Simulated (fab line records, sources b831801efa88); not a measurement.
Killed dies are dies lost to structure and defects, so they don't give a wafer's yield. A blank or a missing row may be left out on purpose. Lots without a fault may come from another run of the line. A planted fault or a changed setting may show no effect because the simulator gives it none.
Chamber matching | flow sky130 | SKY_VIA3_CMP_02 on cmp-01: 4 sister chambers
The step polishes SiO2. 4 wafers are shown with their chamber, then 12 later ones without.

WAFERS WITH THEIR CHAMBER
wafer  | chamber | motor_current_A (A)
L083.1 | 0       | 9.9
L084.3 | 3       | 9.8
L085.3 | 1       | 12.7
L085.6 | 2       | 11.0

WAFERS WITHOUT THEIR CHAMBER
wafer  | motor_current_A (A)
L090.3 | 13.1
L090.5 | 13.1
L090.6 | 10.9
L093.1 | 10.2
L093.4 | 9.4
L093.5 | 11.3
L094.3 | 9.2
L094.5 | 9.7
L094.6 | 10.2
L097.2 | 10.0
L097.4 | 12.5
L097.5 | 10.6

WHICH CHAMBER EACH WENT THROUGH
wafer  | from the rows above          | in truth
L090.3 | 1                            | 1
L090.5 | 1                            | 1
L090.6 | 2                            | 2
L093.1 | can't be placed: 0 or 3 or 2 | 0
L093.4 | can't be placed: 3 or 0      | 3
L093.5 | 2                            | 2
L094.3 | can't be placed: 3 or 0      | 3
L094.5 | can't be placed: 3 or 0      | 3
L094.6 | can't be placed: 0 or 3 or 2 | 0
L097.2 | can't be placed: 0 or 3      | 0
L097.4 | 1                            | 1
L097.5 | can't be placed: 2 or 0 or 3 | 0
Placed correctly: 5 of 12. Can't be placed from these rows: 7 (the true chamber is among the candidates in 7). Placed wrongly: 0.
How it was worked out, from the rows above alone: a wafer's distance from a chamber is the root of the sum, over the readings, of the square of ((its reading less the chamber's mean) divided by the reading's scatter). The wafer belongs to the nearest chamber; if the next one is less than 2 further off, it can't be placed. A chamber's mean is the mean of its shown wafers. The scatter: with one shown wafer a chamber, the root of the mean of the squares of how far each hidden wafer lies from its nearest shown one.
